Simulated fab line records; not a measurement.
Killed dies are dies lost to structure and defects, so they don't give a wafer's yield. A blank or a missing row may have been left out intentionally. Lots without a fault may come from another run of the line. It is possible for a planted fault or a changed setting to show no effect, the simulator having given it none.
fab line records || flow gf180mcu
record {"lots": 6, "wafers": 18, "last_day": 34}
route steps=602 shown STI@24 DNWELL@32 NWELL@42
lots that met no fault: from a run of the same line without faults
start_h: start of the lot's first displayed wafer, in hours after the record's first day || wait_h: hours from the lot's prior step to this one || " repeats the value in the row above || L1.1+2: several wafers, shown together as one row || - no value, or no start was given || * or withheld: withheld || < > ~ a bound
route shown NAME@n: NAME is a module with steps in the file, n the number in the route of the first one || usual: average and standard deviation across the fault-free wafers || same: alike in all rows || chamber/n: place in a boat || sites: each site's reading || _std_site: the standard deviation of these || _edge_site: inner sites' mean taken away from outer sites' mean || radius_mm: for every site, how far away it sits from the centre of the wafer || mask NAME#n: copy n || behind: the last tool/chamber to shape the wafer || hold: cause of the lot's hold/its duration in hours/its outcome || device: the transistor (n, p or np) that didn't switch || end of line: the same wafers' tests at the end of the route || a step with no rows: only its recipe || killed: at the first sort, the dies lost to defects and structure; wafer yield is something else || map: per-die view of a wafer (x killed, . not killed, _ where there is no die)
set.NAME: the run value of the setting; set.NAME@STEP: its run value at that earlier step || model.NAME: the simulator's own value behind a step, which no gauge read
certain route steps with their lots: each step a table, each wafer a row
services: a tool's chamber out of use, with start hour (start_h, from the record's first day; less than 0 if before it), hours out, and reason
## steps
# step GF_STI_CVD_23
# recipe {"material": "SiO2", "target_thk_nm": 650, "sigma_open_frac": 0.3, "time_s": 108.3, "temp_c": 600, "sih4_flow_sccm": 60, "pressure_mtorr": 6}
# step GF_STI_THK_MEAS_24
# recipe {"reads": "SiO2_of_STI_CVD_23"}
# usual {"STI_CVD_23_THK": "649/9.2"}
{"lot.wafer": "L715.1", "tool": "film_metro-04", "chamber": "-", "start_h": 37.78, "wait_h": 0.0, "STI_CVD_23_THK[nm]": 652}
{"lot.wafer": "L715.3", "tool": "film_metro-04", "chamber": "-", "start_h": 37.78, "wait_h": 0.0, "STI_CVD_23_THK[nm]": 657}
{"lot.wafer": "L715.4", "tool": "film_metro-04", "chamber": "-", "start_h": 37.78, "wait_h": 0.0, "STI_CVD_23_THK[nm]": 660}
{"lot.wafer": "L716.1", "tool": "film_metro-04", "chamber": "-", "start_h": 43.33, "wait_h": 0.0, "STI_CVD_23_THK[nm]": 634}
{"lot.wafer": "L716.5", "tool": "film_metro-04", "chamber": "-", "start_h": 43.33, "wait_h": 0.0, "STI_CVD_23_THK[nm]": 651}
{"lot.wafer": "L716.6", "tool": "film_metro-04", "chamber": "-", "start_h": 43.33, "wait_h": 0.0, "STI_CVD_23_THK[nm]": 649}
{"lot.wafer": "L726.3", "tool": "film_metro-02", "chamber": "-", "start_h": 95.07, "wait_h": 0.1, "STI_CVD_23_THK[nm]": 643}
{"lot.wafer": "L726.5", "tool": "film_metro-02", "chamber": "-", "start_h": 95.07, "wait_h": 0.1, "STI_CVD_23_THK[nm]": 654}
{"lot.wafer": "L726.6", "tool": "film_metro-02", "chamber": "-", "start_h": 95.07, "wait_h": 0.1, "STI_CVD_23_THK[nm]": 651}
{"lot.wafer": "L731.1", "tool": "film_metro-02", "chamber": "-", "start_h": 120.22, "wait_h": 0.0, "STI_CVD_23_THK[nm]": 654}
{"lot.wafer": "L731.2", "tool": "film_metro-02", "chamber": "-", "start_h": 120.22, "wait_h": 0.0, "STI_CVD_23_THK[nm]": 647}
{"lot.wafer": "L731.3", "tool": "film_metro-02", "chamber": "-", "start_h": 120.22, "wait_h": 0.0, "STI_CVD_23_THK[nm]": 647}
{"lot.wafer": "L734.1", "tool": "film_metro-02", "chamber": "-", "start_h": 135.84, "wait_h": 0.0, "STI_CVD_23_THK[nm]": 651}
{"lot.wafer": "L734.2", "tool": "film_metro-02", "chamber": "-", "start_h": 135.84, "wait_h": 0.0, "STI_CVD_23_THK[nm]": 650}
{"lot.wafer": "L734.3", "tool": "film_metro-02", "chamber": "-", "start_h": 135.84, "wait_h": 0.0, "STI_CVD_23_THK[nm]": 654}
{"lot.wafer": "L735.2", "tool": "film_metro-02", "chamber": "-", "start_h": 140.33, "wait_h": 0.0, "STI_CVD_23_THK[nm]": 654}
{"lot.wafer": "L735.3", "tool": "film_metro-02", "chamber": "-", "start_h": 140.33, "wait_h": 0.0, "STI_CVD_23_THK[nm]": 643}
{"lot.wafer": "L735.6", "tool": "film_metro-02", "chamber": "-", "start_h": 140.33, "wait_h": 0.0, "STI_CVD_23_THK[nm]": 635}
# step GF_STI_CMP_25
# recipe {"stop_on": "Si3N4", "t_overpolish_s": 33, "down_force_psi": 4, "platen_rpm": 60, "target_thk_nm": 524.6, "pad_velocity_m_s": 0.94248}
# usual {"motor_current_A": "12.1/1.6", "overpolish_run_s": "33.000/0.0094", "time_to_endpoint_s": "124/6.3"}
# same {"t_overpolish_s": 33}
{"lot.wafer": "L715.4", "tool": "cmp-01", "chamber": 1, "start_h": 37.89, "wait_h": 0.1, "motor_current_A": 12.0, "overpolish_run_s": 32.991, "time_to_endpoint_s": 117}
{"lot.wafer": "L715.1", "tool": "cmp-01", "chamber": 2, "start_h": 37.89, "wait_h": 0.1, "motor_current_A": 11.5, "overpolish_run_s": 32.981, "time_to_endpoint_s": 127}
{"lot.wafer": "L715.3", "tool": "cmp-01", "chamber": 3, "start_h": 37.89, "wait_h": 0.1, "motor_current_A": 10.1, "overpolish_run_s": 33.005, "time_to_endpoint_s": 129}
{"lot.wafer": "L716.1", "tool": "cmp-01", "chamber": 0, "start_h": 43.54, "wait_h": 0.2, "motor_current_A": 12.4, "overpolish_run_s": 32.997, "time_to_endpoint_s": 123}
{"lot.wafer": "L716.6", "tool": "cmp-01", "chamber": 1, "start_h": 43.54, "wait_h": 0.2, "motor_current_A": 11.1, "overpolish_run_s": 32.993, "time_to_endpoint_s": 121}
{"lot.wafer": "L716.5", "tool": "cmp-01", "chamber": 2, "start_h": 43.54, "wait_h": 0.2, "motor_current_A": 10.5, "overpolish_run_s": 33.005, "time_to_endpoint_s": 133}
{"lot.wafer": "L726.3", "tool": "cmp-01", "chamber": 0, "start_h": 95.11, "wait_h": 0.0, "motor_current_A": 11.7, "overpolish_run_s": 33.008, "time_to_endpoint_s": 121}
{"lot.wafer": "L726.6", "tool": "cmp-01", "chamber": 0, "start_h": 95.11, "wait_h": 0.0, "motor_current_A": 11.9, "overpolish_run_s": 33.000, "time_to_endpoint_s": 123}
{"lot.wafer": "L726.5", "tool": "cmp-01", "chamber": 1, "start_h": 95.11, "wait_h": 0.0, "motor_current_A": 11.4, "overpolish_run_s": 32.994, "time_to_endpoint_s": 119}
{"lot.wafer": "L731.1", "tool": "cmp-01", "chamber": 0, "start_h": 120.28, "wait_h": 0.1, "motor_current_A": 12.0, "overpolish_run_s": 32.998, "time_to_endpoint_s": 124}
{"lot.wafer": "L731.2", "tool": "cmp-01", "chamber": 2, "start_h": 120.28, "wait_h": 0.1, "motor_current_A": 11.0, "overpolish_run_s": 32.989, "time_to_endpoint_s": 130}
{"lot.wafer": "L731.3", "tool": "cmp-01", "chamber": 3, "start_h": 120.28, "wait_h": 0.1, "motor_current_A": 10.3, "overpolish_run_s": 33.010, "time_to_endpoint_s": 125}
{"lot.wafer": "L734.1", "tool": "cmp-01", "chamber": 1, "start_h": 135.90, "wait_h": 0.1, "motor_current_A": 12.1, "overpolish_run_s": 33.017, "time_to_endpoint_s": 126}
{"lot.wafer": "L734.2", "tool": "cmp-01", "chamber": 2, "start_h": 135.90, "wait_h": 0.1, "motor_current_A": 10.9, "overpolish_run_s": 32.985, "time_to_endpoint_s": 140}
{"lot.wafer": "L734.3", "tool": "cmp-01", "chamber": 0, "start_h": 135.90, "wait_h": 0.1, "motor_current_A": 12.1, "overpolish_run_s": 32.993, "time_to_endpoint_s": 132}
{"lot.wafer": "L735.2", "tool": "cmp-01", "chamber": 0, "start_h": 140.43, "wait_h": 0.1, "motor_current_A": 12.2, "overpolish_run_s": 32.987, "time_to_endpoint_s": 128}
{"lot.wafer": "L735.3", "tool": "cmp-01", "chamber": 1, "start_h": 140.43, "wait_h": 0.1, "motor_current_A": 11.6, "overpolish_run_s": 33.025, "time_to_endpoint_s": 122}
{"lot.wafer": "L735.6", "tool": "cmp-01", "chamber": 3, "start_h": 140.43, "wait_h": 0.1, "motor_current_A": 10.2, "overpolish_run_s": 33.009, "time_to_endpoint_s": 128}
# step GF_STI_WET_ETCH_26
# recipe {"chemistry": "dHF", "target_depth_nm": 94, "target": "SiO2", "temp_c": 25, "dilution": "10:1", "time_s": 188}
# step GF_STI_WET_ETCH_27
# recipe {"chemistry": "H3PO4", "target_depth_nm": 160, "target": "Si3N4", "temp_c": 160, "time_s": 1825}
# step GF_STI_WET_ETCH_28
# recipe {"chemistry": "dHF", "target_depth_nm": 20, "dry": "ipa_marangoni", "target": "SiO2", "temp_c": 25, "dilution": "10:1", "time_s": 40}
# step GF_STI_OXIDATION_29
# recipe {"temp_c": 900, "ambient": "O2", "stabilise_s": 600, "purge_s": 300, "target_thk_a": 100, "ox_time_s": 1418}
# step GF_STI_THK_MEAS_30
# recipe {"reads": "SiO2_of_STI_OXIDATION_29"}
# usual {"STI_OXIDATION_02_THK": "10.04/0.17"}
{"lot.wafer": "L715.1", "tool": "film_metro-03", "chamber": "-", "start_h": 40.23, "wait_h": 0.0, "STI_OXIDATION_02_THK[nm]": 10.20}
{"lot.wafer": "L715.3", "tool": "film_metro-03", "chamber": "-", "start_h": 40.23, "wait_h": 0.0, "STI_OXIDATION_02_THK[nm]": 10.17}
{"lot.wafer": "L715.4", "tool": "film_metro-03", "chamber": "-", "start_h": 40.23, "wait_h": 0.0, "STI_OXIDATION_02_THK[nm]": 10.07}
{"lot.wafer": "L716.1", "tool": "film_metro-02", "chamber": "-", "start_h": 45.74, "wait_h": 0.0, "STI_OXIDATION_02_THK[nm]": 10.08}
{"lot.wafer": "L716.5", "tool": "film_metro-02", "chamber": "-", "start_h": 45.74, "wait_h": 0.0, "STI_OXIDATION_02_THK[nm]": 9.97}
{"lot.wafer": "L716.6", "tool": "film_metro-02", "chamber": "-", "start_h": 45.74, "wait_h": 0.0, "STI_OXIDATION_02_THK[nm]": 9.95}
{"lot.wafer": "L726.3", "tool": "film_metro-04", "chamber": "-", "start_h": 98.97, "wait_h": 0.0, "STI_OXIDATION_02_THK[nm]": 10.12}
{"lot.wafer": "L726.5", "tool": "film_metro-04", "chamber": "-", "start_h": 98.97, "wait_h": 0.0, "STI_OXIDATION_02_THK[nm]": 10.22}
{"lot.wafer": "L726.6", "tool": "film_metro-04", "chamber": "-", "start_h": 98.97, "wait_h": 0.0, "STI_OXIDATION_02_THK[nm]": 9.90}
{"lot.wafer": "L731.1", "tool": "film_metro-04", "chamber": "-", "start_h": 122.91, "wait_h": 0.0, "STI_OXIDATION_02_THK[nm]": 10.29}
{"lot.wafer": "L731.2", "tool": "film_metro-04", "chamber": "-", "start_h": 122.91, "wait_h": 0.0, "STI_OXIDATION_02_THK[nm]": 10.43}
{"lot.wafer": "L731.3", "tool": "film_metro-04", "chamber": "-", "start_h": 122.91, "wait_h": 0.0, "STI_OXIDATION_02_THK[nm]": 10.56}
{"lot.wafer": "L734.1", "tool": "film_metro-03", "chamber": "-", "start_h": 138.19, "wait_h": 0.0, "STI_OXIDATION_02_THK[nm]": 9.83}
{"lot.wafer": "L734.2", "tool": "film_metro-03", "chamber": "-", "start_h": 138.19, "wait_h": 0.0, "STI_OXIDATION_02_THK[nm]": 10.03}
{"lot.wafer": "L734.3", "tool": "film_metro-03", "chamber": "-", "start_h": 138.19, "wait_h": 0.0, "STI_OXIDATION_02_THK[nm]": 9.87}
{"lot.wafer": "L735.2", "tool": "film_metro-03", "chamber": "-", "start_h": 143.69, "wait_h": 0.0, "STI_OXIDATION_02_THK[nm]": 9.77}
{"lot.wafer": "L735.3", "tool": "film_metro-03", "chamber": "-", "start_h": 143.69, "wait_h": 0.0, "STI_OXIDATION_02_THK[nm]": 10.00}
{"lot.wafer": "L735.6", "tool": "film_metro-03", "chamber": "-", "start_h": 143.69, "wait_h": 0.0, "STI_OXIDATION_02_THK[nm]": 9.98}
# step GF_DNWELL_DEHYDRATE_00
# recipe {"temp_c": 200, "time_s": 60}
# step GF_DNWELL_HMDS_01
# recipe {"prime_time_s": 60, "prime_temp_c": 120}
# step GF_DNWELL_COAT_02
# recipe {"spin_rpm": 2000, "resist_thk_nm": 3000}
# step GF_DNWELL_SOFTBAKE_03
# recipe {"temp_c": 110, "time_s": "withheld"}
# step GF_DNWELL_EXPOSE_04
# recipe {"mask_id": "DNWELL", "target_cd_nm": 1700, "na": 0.6, "source_shape": "conventional", "sigma_outer": 0.6, "dose_mj": 260}
# usual {"exposure_dose_mJ_cm2": "259.99/0.23", "focus_offset_nm": "0.0/0.54"}
{"lot.wafer": "L715.1", "tool": "iline_stepper-02", "chamber": "-", "start_h": 46.33, "wait_h": "-", "mask": "DNWELL#0", "exposure_dose_mJ_cm2": "-", "focus_offset_nm": "-"}
{"lot.wafer": "L715.3", "tool": "iline_stepper-02", "chamber": "-", "start_h": 46.33, "wait_h": "-", "mask": "DNWELL#0", "exposure_dose_mJ_cm2": "-", "focus_offset_nm": "-"}
{"lot.wafer": "L715.4", "tool": "iline_stepper-02", "chamber": "-", "start_h": 46.33, "wait_h": "-", "mask": "DNWELL#0", "exposure_dose_mJ_cm2": "-", "focus_offset_nm": "-"}
{"lot.wafer": "L716.1", "tool": "iline_stepper-02", "chamber": "-", "start_h": 51.73, "wait_h": "-", "mask": "DNWELL#0", "exposure_dose_mJ_cm2": "-", "focus_offset_nm": "-"}
{"lot.wafer": "L716.5", "tool": "iline_stepper-02", "chamber": "-", "start_h": 51.73, "wait_h": "-", "mask": "DNWELL#0", "exposure_dose_mJ_cm2": "-", "focus_offset_nm": "-"}
{"lot.wafer": "L716.6", "tool": "iline_stepper-02", "chamber": "-", "start_h": 51.73, "wait_h": "-", "mask": "DNWELL#0", "exposure_dose_mJ_cm2": "-", "focus_offset_nm": "-"}
{"lot.wafer": "L726.3", "tool": "iline_stepper-02", "chamber": 0, "start_h": 105.75, "wait_h": "-", "mask": "DNWELL#0", "exposure_dose_mJ_cm2": 259.83, "focus_offset_nm": 0.0}
{"lot.wafer": "L726.5", "tool": "iline_stepper-02", "chamber": 0, "start_h": 105.75, "wait_h": "-", "mask": "DNWELL#0", "exposure_dose_mJ_cm2": 259.92, "focus_offset_nm": 0.3}
{"lot.wafer": "L726.6", "tool": "iline_stepper-02", "chamber": 0, "start_h": 105.75, "wait_h": "-", "mask": "DNWELL#0", "exposure_dose_mJ_cm2": 259.98, "focus_offset_nm": -0.5}
{"lot.wafer": "L731.1", "tool": "iline_stepper-01", "chamber": 0, "start_h": 130.46, "wait_h": "-", "mask": "DNWELL#0", "exposure_dose_mJ_cm2": 259.86, "focus_offset_nm": 0.3}
{"lot.wafer": "L731.2", "tool": "iline_stepper-01", "chamber": 0, "start_h": 130.46, "wait_h": "-", "mask": "DNWELL#0", "exposure_dose_mJ_cm2": 259.81, "focus_offset_nm": 0.1}
{"lot.wafer": "L731.3", "tool": "iline_stepper-01", "chamber": 0, "start_h": 130.46, "wait_h": "-", "mask": "DNWELL#0", "exposure_dose_mJ_cm2": 260.17, "focus_offset_nm": -0.7}
{"lot.wafer": "L734.1", "tool": "iline_stepper-02", "chamber": 0, "start_h": 145.83, "wait_h": "-", "mask": "DNWELL#0", "exposure_dose_mJ_cm2": 260.14, "focus_offset_nm": -0.3}
{"lot.wafer": "L734.2", "tool": "iline_stepper-02", "chamber": 0, "start_h": 145.83, "wait_h": "-", "mask": "DNWELL#0", "exposure_dose_mJ_cm2": 260.12, "focus_offset_nm": -0.2}
{"lot.wafer": "L734.3", "tool": "iline_stepper-02", "chamber": 0, "start_h": 145.83, "wait_h": "-", "mask": "DNWELL#0", "exposure_dose_mJ_cm2": 259.85, "focus_offset_nm": -0.6}
{"lot.wafer": "L735.2", "tool": "iline_stepper-02", "chamber": 0, "start_h": 150.96, "wait_h": "-", "mask": "DNWELL#0", "exposure_dose_mJ_cm2": 260.01, "focus_offset_nm": 0.1}
{"lot.wafer": "L735.3", "tool": "iline_stepper-02", "chamber": 0, "start_h": 150.96, "wait_h": "-", "mask": "DNWELL#0", "exposure_dose_mJ_cm2": 260.25, "focus_offset_nm": -0.8}
{"lot.wafer": "L735.6", "tool": "iline_stepper-02", "chamber": 0, "start_h": 150.96, "wait_h": "-", "mask": "DNWELL#0", "exposure_dose_mJ_cm2": 260.14, "focus_offset_nm": 0.6}
# step GF_DNWELL_PEB_05
# recipe {"temp_c": 115, "time_s": "withheld"}
# step GF_DNWELL_DEVELOP_06
# recipe {"wall_angle_deg": 90, "develop_time_s": 60, "dev_temp_c": 23}
# step GF_DNWELL_IMPLANT_07
# recipe {"species": "P", "energy_kev": 1500, "dose_cm2": 1e+13, "tilt_deg": 0}
# step GF_DNWELL_STRIP_08
# recipe {"chemistry": "O2/N2", "power_w": 1400, "pressure_mtorr": 1500, "platen_temp_c": 250, "o2_flow_sccm": 3000, "n2_flow_sccm": 300, "overash_fraction": 0.5}
# usual {"drypump_motor_current_A": "5.8/0.3", "heater_power_w": "309/23", "oes_product_au": "0.723/0.0045", "strip_time_to_endpoint_s": "36.89/0.1"}
{"lot.wafer": "L715.1", "tool": "plasma_asher-02", "chamber": 0, "start_h": 52.23, "wait_h": 0.1, "drypump_motor_current_A": 5.7, "heater_power_w": 314, "oes_product_au": 0.721, "rf_hours_counter_h": 27, "strip_time_to_endpoint_s": 36.95}
{"lot.wafer": "L715.3", "tool": "plasma_asher-02", "chamber": 1, "start_h": 52.23, "wait_h": 0.1, "drypump_motor_current_A": 5.4, "heater_power_w": 330, "oes_product_au": 0.719, "rf_hours_counter_h": "-", "strip_time_to_endpoint_s": 36.95}
{"lot.wafer": "L715.4", "tool": "plasma_asher-02", "chamber": 0, "start_h": 52.23, "wait_h": 0.1, "drypump_motor_current_A": 5.7, "heater_power_w": 311, "oes_product_au": 0.719, "rf_hours_counter_h": "-", "strip_time_to_endpoint_s": 37.01}
{"lot.wafer": "L716.1", "tool": "plasma_asher-02", "chamber": 1, "start_h": 58.33, "wait_h": 0.1, "drypump_motor_current_A": 5.4, "heater_power_w": 330, "oes_product_au": 0.727, "rf_hours_counter_h": 27, "strip_time_to_endpoint_s": 36.88}
{"lot.wafer": "L716.5", "tool": "plasma_asher-02", "chamber": 1, "start_h": 58.33, "wait_h": 0.1, "drypump_motor_current_A": 5.4, "heater_power_w": 324, "oes_product_au": 0.726, "rf_hours_counter_h": "-", "strip_time_to_endpoint_s": 36.80}
{"lot.wafer": "L716.6", "tool": "plasma_asher-02", "chamber": 0, "start_h": 58.33, "wait_h": 0.1, "drypump_motor_current_A": 5.7, "heater_power_w": 313, "oes_product_au": 0.718, "rf_hours_counter_h": "-", "strip_time_to_endpoint_s": 36.92}
{"lot.wafer": "L726.3", "tool": "plasma_asher-02", "chamber": 1, "start_h": 113.16, "wait_h": 0.1, "drypump_motor_current_A": 5.4, "heater_power_w": 339, "oes_product_au": 0.720, "rf_hours_counter_h": "-", "strip_time_to_endpoint_s": 37.05}
{"lot.wafer": "L726.5", "tool": "plasma_asher-02", "chamber": 1, "start_h": 113.16, "wait_h": 0.1, "drypump_motor_current_A": 5.4, "heater_power_w": 325, "oes_product_au": 0.719, "rf_hours_counter_h": "-", "strip_time_to_endpoint_s": 37.11}
{"lot.wafer": "L726.6", "tool": "plasma_asher-02", "chamber": 0, "start_h": 113.16, "wait_h": 0.1, "drypump_motor_current_A": 5.7, "heater_power_w": 309, "oes_product_au": 0.725, "rf_hours_counter_h": "-", "strip_time_to_endpoint_s": 37.02}
{"lot.wafer": "L731.1", "tool": "plasma_asher-03", "chamber": 1, "start_h": 137.94, "wait_h": 0.1, "drypump_motor_current_A": 5.8, "heater_power_w": 327, "oes_product_au": 0.721, "rf_hours_counter_h": 2, "strip_time_to_endpoint_s": 36.77}
{"lot.wafer": "L731.2", "tool": "plasma_asher-03", "chamber": 0, "start_h": 137.94, "wait_h": 0.1, "drypump_motor_current_A": 6.2, "heater_power_w": 267, "oes_product_au": 0.728, "rf_hours_counter_h": 2, "strip_time_to_endpoint_s": 36.94}
{"lot.wafer": "L731.3", "tool": "plasma_asher-03", "chamber": 1, "start_h": 137.94, "wait_h": 0.1, "drypump_motor_current_A": 5.8, "heater_power_w": 321, "oes_product_au": 0.721, "rf_hours_counter_h": "-", "strip_time_to_endpoint_s": 36.80}
{"lot.wafer": "L734.1", "tool": "plasma_asher-03", "chamber": 0, "start_h": 153.78, "wait_h": 0.1, "drypump_motor_current_A": 6.2, "heater_power_w": 268, "oes_product_au": 0.714, "rf_hours_counter_h": 3, "strip_time_to_endpoint_s": 36.86}
{"lot.wafer": "L734.2", "tool": "plasma_asher-03", "chamber": 1, "start_h": 153.78, "wait_h": 0.1, "drypump_motor_current_A": 5.8, "heater_power_w": 326, "oes_product_au": 0.721, "rf_hours_counter_h": 3, "strip_time_to_endpoint_s": 36.83}
{"lot.wafer": "L734.3", "tool": "plasma_asher-03", "chamber": 0, "start_h": 153.78, "wait_h": 0.1, "drypump_motor_current_A": 6.2, "heater_power_w": 268, "oes_product_au": 0.722, "rf_hours_counter_h": "-", "strip_time_to_endpoint_s": 36.90}
{"lot.wafer": "L735.2", "tool": "plasma_asher-02", "chamber": 1, "start_h": 158.83, "wait_h": 0.1, "drypump_motor_current_A": 5.4, "heater_power_w": 335, "oes_product_au": 0.728, "rf_hours_counter_h": 39, "strip_time_to_endpoint_s": 36.78}
{"lot.wafer": "L735.3", "tool": "plasma_asher-02", "chamber": 1, "start_h": 158.83, "wait_h": 0.1, "drypump_motor_current_A": 5.4, "heater_power_w": 340, "oes_product_au": 0.723, "rf_hours_counter_h": "-", "strip_time_to_endpoint_s": 36.67}
{"lot.wafer": "L735.6", "tool": "plasma_asher-02", "chamber": 1, "start_h": 158.83, "wait_h": 0.1, "drypump_motor_current_A": 5.4, "heater_power_w": 329, "oes_product_au": 0.724, "rf_hours_counter_h": "-", "strip_time_to_endpoint_s": 36.69}
# step GF_DNWELL_TW_MEAS_09
# usual {"DNWELL_TW": "1343/13"}
{"lot.wafer": "L715.1", "tool": "film_metro-01", "chamber": "-", "start_h": 52.33, "wait_h": 0.1, "DNWELL_TW": 31}
{"lot.wafer": "L715.3", "tool": "film_metro-01", "chamber": "-", "start_h": 52.33, "wait_h": 0.1, "DNWELL_TW": 31}
{"lot.wafer": "L715.4", "tool": "film_metro-01", "chamber": "-", "start_h": 52.33, "wait_h": 0.1, "DNWELL_TW": 30}
{"lot.wafer": "L716.1", "tool": "film_metro-02", "chamber": "-", "start_h": 58.43, "wait_h": 0.1, "DNWELL_TW": 31}
{"lot.wafer": "L716.5", "tool": "film_metro-02", "chamber": "-", "start_h": 58.43, "wait_h": 0.1, "DNWELL_TW": 31}
{"lot.wafer": "L716.6", "tool": "film_metro-02", "chamber": "-", "start_h": 58.43, "wait_h": 0.1, "DNWELL_TW": 31}
{"lot.wafer": "L726.3", "tool": "film_metro-02", "chamber": "-", "start_h": 113.25, "wait_h": 0.1, "DNWELL_TW": 1346}
{"lot.wafer": "L726.5", "tool": "film_metro-02", "chamber": "-", "start_h": 113.25, "wait_h": 0.1, "DNWELL_TW": 1342}
{"lot.wafer": "L726.6", "tool": "film_metro-02", "chamber": "-", "start_h": 113.25, "wait_h": 0.1, "DNWELL_TW": 1344}
{"lot.wafer": "L731.1", "tool": "film_metro-04", "chamber": "-", "start_h": 138.04, "wait_h": 0.1, "DNWELL_TW": 1329}
{"lot.wafer": "L731.2", "tool": "film_metro-04", "chamber": "-", "start_h": 138.04, "wait_h": 0.1, "DNWELL_TW": 1323}
{"lot.wafer": "L731.3", "tool": "film_metro-04", "chamber": "-", "start_h": 138.04, "wait_h": 0.1, "DNWELL_TW": 1321}
{"lot.wafer": "L734.1", "tool": "film_metro-01", "chamber": "-", "start_h": 153.88, "wait_h": 0.1, "DNWELL_TW": 1338}
{"lot.wafer": "L734.2", "tool": "film_metro-01", "chamber": "-", "start_h": 153.88, "wait_h": 0.1, "DNWELL_TW": 1339}
{"lot.wafer": "L734.3", "tool": "film_metro-01", "chamber": "-", "start_h": 153.88, "wait_h": 0.1, "DNWELL_TW": 1336}
{"lot.wafer": "L735.2", "tool": "film_metro-01", "chamber": "-", "start_h": 158.94, "wait_h": 0.1, "DNWELL_TW": 1346}
{"lot.wafer": "L735.3", "tool": "film_metro-01", "chamber": "-", "start_h": 158.94, "wait_h": 0.1, "DNWELL_TW": 1349}
{"lot.wafer": "L735.6", "tool": "film_metro-01", "chamber": "-", "start_h": 158.94, "wait_h": 0.1, "DNWELL_TW": 1341}
# step GF_NWELL_DEHYDRATE_00
# recipe {"temp_c": 200, "time_s": 60}
## services
{"tool": "cmp-01", "chamber": "-", "start_h": 15.57, "hours": 0.3, "kind": "repair"}
{"tool": "plasma_asher-03", "chamber": "-", "start_h": 16.87, "hours": 1.5, "kind": "repair"}
{"tool": "cmp-01", "chamber": "-", "start_h": 25.69, "hours": 7.9, "kind": "pm"}
{"tool": "plasma_asher-03", "chamber": "-", "start_h": 84.23, "hours": 0.8, "kind": "repair"}
{"tool": "cmp-01", "chamber": "-", "start_h": 86.27, "hours": 1.0, "kind": "repair"}
{"tool": "plasma_asher-03", "chamber": "-", "start_h": 104.10, "hours": 5.7, "kind": "repair"}
{"tool": "plasma_asher-03", "chamber": "-", "start_h": 109.80, "hours": 9.0, "kind": "pm"}
{"tool": "plasma_asher-03", "chamber": 0, "start_h": 109.80, "hours": 9.0, "kind": "vent_cycle"}
{"tool": "plasma_asher-03", "chamber": 1, "start_h": 109.80, "hours": 9.0, "kind": "vent_cycle"}
{"tool": "iline_stepper-01", "chamber": "-", "start_h": 111.20, "hours": 1.7, "kind": "pm"}
{"tool": "plasma_asher-03", "chamber": 0, "start_h": 118.80, "hours": "-", "kind": "clean"}
{"tool": "plasma_asher-03", "chamber": 1, "start_h": 118.80, "hours": "-", "kind": "clean"}
{"tool": "iline_stepper-02", "chamber": "-", "start_h": 147.92, "hours": 1.7, "kind": "pm"}
## key
first_sign {"step": "GF_DNWELL_EXPOSE_04", "reading": "tool_record", "direction": "missing"}
effect {"step": "GF_DNWELL_TW_MEAS_09", "reading": "DNWELL_TW", "direction": "down", "sigmas": "99+", "usual": 1343, "struck": 31}
met_at GF_DNWELL_EXPOSE_04
struck_wafers L715.1,L715.3,L715.4,L716.1,L716.5,L716.6
sort_left_out L715.1,L715.3,L715.4,L716.1,L716.5,L716.6
tester_left_out L715,L716
fault {"kind": "skipped_step_whole", "tool": "iline_stepper-02", "chamber": "-", "onset_h": 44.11, "steps": "GF_DNWELL_EXPOSE_04", "scope": "struck_lots_only"}
# tester_left_out: of these lots the tester's yield and bins aren't shown, on N5 and GAA mostly nor the transistor test; their killed dies are dies lost to structure and defects alone, not to doping, threshold or leakage, so they don't give the yield
# sort_left_out: the simulated sort isn't trusted on such a fault, so these wafers' sort isn't shown, and their yield isn't known
